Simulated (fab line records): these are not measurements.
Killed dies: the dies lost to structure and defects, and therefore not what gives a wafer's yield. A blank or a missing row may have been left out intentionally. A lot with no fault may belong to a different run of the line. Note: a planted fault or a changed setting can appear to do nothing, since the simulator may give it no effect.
Matching of chambers | flow sky130 | 4 sister chambers for SKY_LI_CONTACT_ETCH_14 on rieDiel-02
The step etches BARC in N2/H2, stops on SiO2, time 45.9 s, target depth 60 nm. 4 wafers are shown with their chamber, then 9 later ones without.

## WAFERS WITH THEIR CHAMBER
wafer  | chamber | drypumpMotorCurrentA (A)
L639.3 | 3       | 5.7
L647.4 | 2       | 6.5
L649.5 | 1       | 5.8
L649.6 | 0       | 5.2

## WAFERS WITHOUT THEIR CHAMBER
wafer  | drypumpMotorCurrentA (A)
L653.1 | 6.4
L653.3 | 5.7
L653.4 | 5.8
L655.2 | 6.5
L655.4 | 5.7
L655.5 | 5.7
L656.1 | 5.8
L656.3 | 5.2
L656.5 | 5.8

## WHICH CHAMBER EACH ONE RAN IN
wafer  | from the rows above | in truth
L653.1 | 2                   | 2
L653.3 | 3                   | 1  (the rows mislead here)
L653.4 | 1                   | 1
L655.2 | 2                   | 2
L655.4 | 3                   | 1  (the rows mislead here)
L655.5 | 3                   | 3
L656.1 | 1                   | 1
L656.3 | 0                   | 0
L656.5 | 1                   | 1
7 of 9 placed correctly. Not placeable from these rows: 0. Placed wrongly: 2.
How it was worked out, from the rows above alone: a wafer's distance from a chamber is the root of the sum, over the readings, of the square of ((its reading less the chamber's mean) divided by the reading's scatter). The wafer belongs to the nearest chamber; if the next one is less than 2 further off, it can't be placed. The mean given for a chamber averages the wafers shown for that chamber. The scatter: root of mean squared gap, hidden wafer to nearest shown wafer, with one shown wafer a chamber.
